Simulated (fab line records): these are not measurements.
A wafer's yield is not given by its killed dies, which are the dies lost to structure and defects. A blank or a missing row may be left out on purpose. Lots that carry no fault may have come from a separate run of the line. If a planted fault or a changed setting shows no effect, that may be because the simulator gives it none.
Which tool was responsible? | flow sky130 | 72 wafers from 24 lots sampled at 3 of the route's 708 steps

== WHAT THE GAUGES READ, wafer by wafer ==
SKY_FIELD_ISO_BOW_MEAS_00. Usual: INCOMING_BOW 0 um, standard deviation 6.2.
lot  | measured    | on            | INCOMING_BOW (um) | flag
L074 | day 1 10:00 | film-metro-03 | 5 2 -2            |
L075 | day 1 15:00 | film-metro-01 | 6 3 2             |
L076 | day 1 20:00 | film-metro-01 | -4 2 -14          |
L077 | day 2 01:04 | film-metro-03 | 0 0 -2            |
L078 | day 2 06:04 | film-metro-03 | 2 2 5             |
L079 | day 2 11:00 | film-metro-01 | 11 8 0            |
L080 | day 2 16:02 | film-metro-02 | -6 -6 -5          |
L081 | day 2 21:00 | film-metro-03 | 8 0 -6            |
L082 | day 3 02:00 | film-metro-03 | 3 -14 0           |
L083 | day 3 07:00 | film-metro-03 | 1 -6 10           |
L084 | day 3 12:00 | film-metro-01 | 7 -4 -4           |
L085 | day 3 17:00 | film-metro-03 | 5 7 13            |
L086 | day 3 22:01 | film-metro-03 | -20 -2 2          |
L087 | day 4 03:04 | film-metro-02 | -7 4 0            |
L088 | day 4 08:01 | film-metro-01 | 8 -8 5            |
L089 | day 4 13:00 | film-metro-02 | 4 4 -3            |
L090 | day 4 18:00 | film-metro-03 | -21 -2 2          |
L091 | day 4 23:02 | film-metro-02 | 1 1 4             |
L092 | day 5 04:01 | film-metro-02 | 9 8 -5            |
L093 | day 5 09:00 | film-metro-02 | 6 -2 3            |
L094 | day 5 14:00 | film-metro-03 | 1 -1 0            |
L095 | day 5 19:01 | film-metro-02 | 13 -4 -1          |
L096 | day 6 00:00 | film-metro-02 | -1 3 4            |
L097 | day 6 05:00 | film-metro-03 | 1 -3 8            |

SKY_CONTACT_THK_MEAS_26: measures by xrf. Usual: CONTACT_W_THK 329 nm, standard deviation 4.9.
lot  | measured     | on            | CONTACT_W_THK (nm) | flag
L074 | day 30 19:52 | film-metro-03 | 323 325 324        |
L075 | day 31 13:13 | film-metro-02 | 330 326 331        |
L076 | day 32 03:08 | film-metro-02 | 332 337 337        |
L077 | day 32 05:47 | film-metro-03 | 336 328 335        |
L078 | day 32 13:51 | film-metro-01 | 330 327 329        |
L079 | day 33 04:59 | film-metro-01 | 326 320 317        |
L080 | day 33 21:02 | film-metro-01 | 337 333 336        |
L081 | day 33 21:57 | film-metro-01 | 335 335 337        |
L082 | day 34 00:47 | film-metro-03 | 328 328 332        |
L083 | day 35 03:57 | film-metro-02 | 333 333 333        |
L084 | day 35 09:25 | film-metro-03 | 330 322 330        |
L085 | day 35 10:12 | film-metro-02 | 330 330 325        |
L086 | day 35 23:38 | film-metro-02 | 328 335 334        |
L087 | day 35 19:17 | film-metro-02 | 336 339 323        |
L088 | day 36 01:03 | film-metro-03 | 325 320 330        |
L089 | day 36 11:46 | film-metro-02 | 330 332 323        |
L090 | day 36 19:39 | film-metro-02 | 331 334 332        |
L091 | day 37 08:13 | film-metro-01 | 327 317 332        |
L092 | day 37 15:49 | film-metro-02 | 323 329 326        |
L093 | day 37 18:04 | film-metro-01 | 323 324 328        |
L094 | day 37 23:44 | film-metro-01 | 332 331 330        |
L095 | day 38 07:31 | film-metro-02 | 327 328 325        |
L096 | day 38 14:45 | film-metro-03 | 327 330 331        |
L097 | day 38 23:34 | film-metro-01 | 331 333 328        |

== TOOL THAT RAN EACH LOT (tool first, then ch and the chambers of the sampled wafers, then the start) ==
lot  | SKY_POLY_CUT_STRIP_12
L074 | plasma-asher-02 ch 1, day 23 17:52
L075 | plasma-asher-03 ch 1, day 24 10:31
L076 | plasma-asher-02 ch 0,1, day 24 23:55
L077 | plasma-asher-03 ch 0,1, day 25 03:25
L078 | plasma-asher-02 ch 0,1, day 25 13:12
L079 | plasma-asher-03 ch 0,1, day 26 01:58
L080 | plasma-asher-02 ch 0,1, day 26 18:10
L081 | plasma-asher-03 ch 0,1, day 26 21:58
L082 | plasma-asher-01 ch 0, day 27 00:10
L083 | plasma-asher-01 ch 0,1, day 28 01:13
L084 | plasma-asher-03 ch 0,1, day 28 07:16
L085 | plasma-asher-02 ch 0,1, day 28 08:46
L086 | plasma-asher-02 ch 0,1, day 28 21:04
L087 | plasma-asher-03 ch 0,1, day 28 19:27
L088 | plasma-asher-02 ch 0,1, day 28 22:10
L089 | plasma-asher-01 ch 0,1, day 29 09:55
L090 | plasma-asher-03 ch 0,1, day 29 17:49
L091 | plasma-asher-01 ch 0,1, day 30 04:42
L092 | plasma-asher-02 ch 0,1, day 30 13:43
L093 | plasma-asher-02 ch 0,1, day 30 15:58
L094 | plasma-asher-02 ch 0,1, day 30 22:58
L095 | plasma-asher-02 ch 0,1, day 31 06:07
L096 | plasma-asher-02 ch 0,1, day 31 14:01
L097 | plasma-asher-01 ch 0,1, day 31 23:10
- SKY_POLY_CUT_STRIP_12: strips in O2/N2.

== WHAT THE TOOLS THEMSELVES READ (means of the sampled wafers that have a number; where no wafer has one, the mark that the record gives instead) ==
SKY_POLY_CUT_STRIP_12. Usual: drypump-motor-current-A 5.8 A, standard deviation 0.38; oes-product-au 0.452 a.u., standard deviation 0.0044; strip-time-to-endpoint-s 5.355 s, standard deviation 0.02.
lot  | tool            | drypump-motor-current-A (A) | oes-product-au (a.u.) | strip-time-to-endpoint-s (s) | flag
L074 | plasma-asher-02 | 5.9                         | 0.454                 | 5.371                        |
L075 | plasma-asher-03 | 5.3                         | 0.455                 | 5.373                        |
L076 | plasma-asher-02 | 6.0                         | 0.452                 | 5.333                        |
L077 | plasma-asher-03 | 5.5                         | 0.453                 | 5.354                        |
L078 | plasma-asher-02 | 6.0                         | 0.455                 | 5.346                        |
L079 | plasma-asher-03 | 5.5                         | 0.453                 | 5.349                        |
L080 | plasma-asher-02 | 6.2                         | 0.451                 | 5.343                        |
L081 | plasma-asher-03 | 5.6                         | 0.448                 | 5.338                        |
L082 | plasma-asher-01 | 5.2                         | 0.454                 | 5.385                        |
L083 | plasma-asher-01 | 5.3                         | 0.454                 | 5.332                        |
L084 | plasma-asher-03 | 5.6                         | 0.450                 | 5.346                        |
L085 | plasma-asher-02 | 6.0                         | 0.452                 | 5.378                        |
L086 | plasma-asher-02 | 6.2                         | 0.449                 | 5.335                        |
L087 | plasma-asher-03 | 5.5                         | 0.453                 | 5.352                        |
L088 | plasma-asher-02 | 6.2                         | 0.457                 | 5.337                        |
L089 | plasma-asher-01 | 5.4                         | 0.451                 | 5.351                        |
L090 | plasma-asher-03 | 5.5                         | 0.450                 | 5.378                        |
L091 | plasma-asher-01 | 5.4                         | 0.450                 | 5.354                        |
L092 | plasma-asher-02 | 6.1                         | 0.450                 | 5.349                        |
L093 | plasma-asher-02 | 6.1                         | 0.448                 | 5.360                        |
L094 | plasma-asher-02 | 6.0                         | 0.454                 | 5.376                        |
L095 | plasma-asher-02 | 6.2                         | 0.454                 | 5.335                        |
L096 | plasma-asher-02 | 6.0                         | 0.454                 | 5.342                        |
L097 | plasma-asher-01 | 5.3                         | 0.456                 | 5.353                        |

== THE ANSWER, worked out from the rows above alone ==
Rule: a lot counts as off when the mean over its wafers that have a number is more than 3 standard deviations away from the usual mean. A lot without any number at a reading at which 4 lots or more have one is off too. All remaining lots with rows at the step are treated as sound. After the gauges, taken in route order, come the tools' own readings; for these a lot's mean is taken, as printed above. The first step at which some lot is off is used, and at that step the reading that is off furthest; a lot without a number counts as furthest.
Nothing can be told from this: no lot is off at any reading shown.

== WHAT WAS PUT IN BY THE SIMULATOR ==
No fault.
